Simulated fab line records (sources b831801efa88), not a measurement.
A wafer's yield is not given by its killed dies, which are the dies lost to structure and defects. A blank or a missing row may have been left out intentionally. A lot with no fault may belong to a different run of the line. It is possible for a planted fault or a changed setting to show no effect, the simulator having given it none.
Chamber matching || flow sky130 || SKY_LI_CONTACT_CMP_24 on cmp-01 has 4 sister chambers
The step polishes, stops on PSG, t overpolish 20 s, target thk 0 nm. 16 wafers are shown with their chamber, then 8 later ones without.

WAFERS PAIRED WITH THEIR CHAMBERS
{"wafer": "L473.2", "chamber": 2, "motorCurrentA (A)": 12.1, "timeToEndpointS (s)": 90.9, "overpolishRunS (s)": 20.000}
{"wafer": "L473.3", "chamber": 0, "motorCurrentA (A)": 10.7, "timeToEndpointS (s)": 98.5, "overpolishRunS (s)": 19.997}
{"wafer": "L473.6", "chamber": 1, "motorCurrentA (A)": 11.4, "timeToEndpointS (s)": 92.0, "overpolishRunS (s)": 20.010}
{"wafer": "L478.1", "chamber": 3, "motorCurrentA (A)": 11.5, "timeToEndpointS (s)": 94.7, "overpolishRunS (s)": 20.002}
{"wafer": "L478.3", "chamber": 1, "motorCurrentA (A)": 11.9, "timeToEndpointS (s)": 88.5, "overpolishRunS (s)": 20.019}
{"wafer": "L478.5", "chamber": 2, "motorCurrentA (A)": 12.6, "timeToEndpointS (s)": 91.0, "overpolishRunS (s)": 20.007}
{"wafer": "L480.2", "chamber": 3, "motorCurrentA (A)": 10.4, "timeToEndpointS (s)": 98.4, "overpolishRunS (s)": 20.002}
{"wafer": "L480.5", "chamber": 2, "motorCurrentA (A)": 12.5, "timeToEndpointS (s)": 93.8, "overpolishRunS (s)": 19.991}
{"wafer": "L480.6", "chamber": 1, "motorCurrentA (A)": 12.0, "timeToEndpointS (s)": 96.8, "overpolishRunS (s)": 20.002}
{"wafer": "L485.3", "chamber": 2, "motorCurrentA (A)": 13.6, "timeToEndpointS (s)": 96.8, "overpolishRunS (s)": 19.996}
{"wafer": "L485.5", "chamber": 0, "motorCurrentA (A)": 10.9, "timeToEndpointS (s)": 97.1, "overpolishRunS (s)": 20.005}
{"wafer": "L485.6", "chamber": 1, "motorCurrentA (A)": 10.8, "timeToEndpointS (s)": 92.6, "overpolishRunS (s)": 20.013}
{"wafer": "L488.1", "chamber": 1, "motorCurrentA (A)": 12.0, "timeToEndpointS (s)": 93.3, "overpolishRunS (s)": 19.986}
{"wafer": "L488.3", "chamber": 2, "motorCurrentA (A)": 12.3, "timeToEndpointS (s)": 96.1, "overpolishRunS (s)": 19.988}
{"wafer": "L488.5", "chamber": 1, "motorCurrentA (A)": 11.0, "timeToEndpointS (s)": 95.8, "overpolishRunS (s)": 20.008}
{"wafer": "L489.3", "chamber": 2, "motorCurrentA (A)": 13.0, "timeToEndpointS (s)": 99.2, "overpolishRunS (s)": 19.993}

SIGNATURES (averages over the wafers above)
{"reading": "motorCurrentA", "chamber 0": 10.800, "chamber 1": 11.517, "chamber 2": 12.683, "chamber 3": 10.950, "scatter within a chamber": 0.54}
{"reading": "timeToEndpointS", "chamber 0": 97.800, "chamber 1": 93.167, "chamber 2": 94.633, "chamber 3": 96.550, "scatter within a chamber": 2.99}
{"reading": "overpolishRunS", "chamber 0": 20.00100, "chamber 1": 20.00633, "chamber 2": 19.99583, "chamber 3": 20.00200, "scatter within a chamber": 0.00876}
Rule: a wafer lies at a distance from a chamber equal to the root of the sum of squares, over the readings, of (its reading less the chamber's mean, divided by the reading's scatter). The wafer belongs to the nearest chamber; if the next one is less than 2 further off, it can't be placed. The scatter: take each reading less its chamber's mean, square it, sum over the shown wafers, divide by the number of wafers less the number of chambers, and take the root.

WAFERS WITHOUT THEIR CHAMBER
{"wafer": "L489.4", "motorCurrentA (A)": 11.9, "timeToEndpointS (s)": 96.8, "overpolishRunS (s)": 20.004}
{"wafer": "L489.5", "motorCurrentA (A)": 10.6, "timeToEndpointS (s)": 98.8, "overpolishRunS (s)": 20.000}
{"wafer": "L492.1", "motorCurrentA (A)": 13.1, "timeToEndpointS (s)": 98.1, "overpolishRunS (s)": 19.984}
{"wafer": "L492.3", "motorCurrentA (A)": 11.3, "timeToEndpointS (s)": 94.1, "overpolishRunS (s)": 20.018}
{"wafer": "L492.4", "motorCurrentA (A)": 11.3, "timeToEndpointS (s)": 100.5, "overpolishRunS (s)": 20.011}
{"wafer": "L493.1", "motorCurrentA (A)": 13.3, "timeToEndpointS (s)": 97.1, "overpolishRunS (s)": 20.001}
{"wafer": "L493.2", "motorCurrentA (A)": 11.4, "timeToEndpointS (s)": 97.3, "overpolishRunS (s)": 19.996}
{"wafer": "L493.5", "motorCurrentA (A)": 12.9, "timeToEndpointS (s)": 94.0, "overpolishRunS (s)": 19.995}

WHICH CHAMBER EACH ONE RAN IN
{"wafer": "L489.4", "from the rows above": "can't be placed: 1 or 3 or 2 or 0", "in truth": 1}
{"wafer": "L489.5", "from the rows above": "can't be placed: 0 or 3", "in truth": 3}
{"wafer": "L492.1", "from the rows above": 2, "in truth": 2}
{"wafer": "L492.3", "from the rows above": "can't be placed: 1 or 3 or 0", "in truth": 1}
{"wafer": "L492.4", "from the rows above": "can't be placed: 0 or 3 or 1 or 2", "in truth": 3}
{"wafer": "L493.1", "from the rows above": 2, "in truth": 2}
{"wafer": "L493.2", "from the rows above": "can't be placed: 3 or 0 or 1 or 2", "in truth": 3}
{"wafer": "L493.5", "from the rows above": 2, "in truth": 2}
3 of 8 placed correctly. Can't be placed from these rows: 5 (the true chamber is among the candidates in 5). Placed wrongly: 0.
